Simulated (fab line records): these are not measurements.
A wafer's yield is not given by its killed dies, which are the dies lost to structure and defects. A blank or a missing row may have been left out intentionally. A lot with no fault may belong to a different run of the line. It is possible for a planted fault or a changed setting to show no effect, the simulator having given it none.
Split-lot trial    flow sfq_line    route with 325 steps; 5 lots, 23 wafers read

## THE SPLIT ITSELF
At SFQ_TRILAYER_I4_VIA_LITHO_COAT_108 (resist thk 62 nm), the setting resist_thk_nm was moved away from the recipe's 62 nm on 6 of the 23 wafers read, by -4.5% to +2.1%. For the rest of the wafers, this setting stayed at what the recipe calls for.

Reading taken at the split's own step.

## THE READING
BARC_of_TRILAYER_I4_VIA_LITHO_COAT_108.thk_nm (the simulator's own value, which no gauge read), in nm, at SFQ_TRILAYER_I4_VIA_LITHO_COAT_108 (resist thk 62 nm). No usual value for it is given in the file. Across the 17 wafers here that went through the recipe, the average is 62.00 nm and the standard deviation 0.28 nm.

wafer   tool, chamber at the split  resist_thk_nm as run, nm  against the recipe  BARC_of_TRILAYER_I4_VIA_LITHO_COAT_108.thk_nm, nm  against lot-mates on the recipe
L077.1  litho_track-01, 0           62                        recipe              61.9                                               -
L077.2  litho_track-01, 0           62                        recipe              61.99                                              -
L077.3  litho_track-01, 0           59.75                     -3.6%               59.64                                              -2.29
L077.4  litho_track-01, 0           62                        recipe              61.91                                              -
L077.5  litho_track-01, 0           59.75                     -3.6%               59.89                                              -2.04
L078.1  litho_track-02, 0           62                        recipe              62.39                                              -
L078.2  litho_track-02, 0           62                        recipe              62.24                                              -
L078.3  litho_track-02, 0           62                        recipe              62.36                                              -
L078.4  litho_track-02, 0           62                        recipe              62.47                                              -
L078.6  litho_track-02, 0           62                        recipe              62.49                                              -
L079.1  litho_track-04, 0           62                        recipe              61.88                                              -
L079.2  litho_track-04, 0           62                        recipe              61.72                                              -
L079.3  litho_track-04, 0           62                        recipe              61.61                                              -
L079.4  litho_track-04, 0           63.31                     +2.1%               63.09                                              +1.35
L079.6  litho_track-04, 0           63.31                     +2.1%               63.17                                              +1.43
L081.1  litho_track-01, 0           59.24                     -4.5%               59.12                                              -2.59
L081.2  litho_track-01, 0           62                        recipe              61.55                                              -
L081.4  litho_track-01, 0           62                        recipe              61.74                                              -
L081.5  litho_track-01, 0           62                        recipe              61.83                                              -
L081.6  litho_track-01, 0           59.24                     -4.5%               59.05                                              -2.66
L085.3  litho_track-04, 0           62                        recipe              62.02                                              -
L085.4  litho_track-04, 0           62                        recipe              61.93                                              -
L085.6  litho_track-04, 0           62                        recipe              61.89                                              -

FIT RESULTS
A straight line over all 23 wafers: BARC_of_TRILAYER_I4_VIA_LITHO_COAT_108.thk_nm changes by +0.622 nm for each +1% of resist_thk_nm; r = +0.97; the points scatter about the line by 0.27 nm.
The same after taking each lot's own level away (the mean of its wafers on the recipe; 23 wafers): +0.603 nm for each +1%; r = +1.00; scatter 0.097 nm.
The reading moves by 2.7 nm for the largest change in resist_thk_nm, on that fit.
The lots' own levels span 61.707 to 62.390 nm, that is 2.4 times the standard deviation above.
The two slopes agree, so the slope changes little with the lot-to-lot level.
Check: for one of the wafers moved furthest among these (-4.5%), held out of the fit, the line's prediction against its lot-mates is -2.7 nm. Against them it came out at -2.59 nm.

## OTHER SPLITS ON THESE WAFERS
Other splits were also applied to these wafers ahead of the reading. Each is held against what the fit with the lots' levels taken away leaves over:
other split on the same wafers                wafers away from the commonest value  r with BARC_of_TRILAYER_I4_VIA_LITHO_COAT_108.thk_nm (lot level and that fit taken away)
SFQ_TRILAYER_I3_VIA_LITHO_EXPOSE_086 dose_mj  9                                     +0.11
SFQ_TRILAYER_M4_DEP_SPUTTER_091 time_s        6                                     +0.16
SFQ_TRILAYER_M4_LITHO_COAT_093 spin_rpm       7                                     -0.19
SFQ_TRILAYER_M4_ETCH_METAL_ETCH_096 icp_w     10                                    +0.23

## THE FILE'S OWN FIT
BARC_of_TRILAYER_I4_VIA_LITHO_COAT_108.thk_nm changes by +0.6 nm for each +1% of resist_thk_nm, r = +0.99.
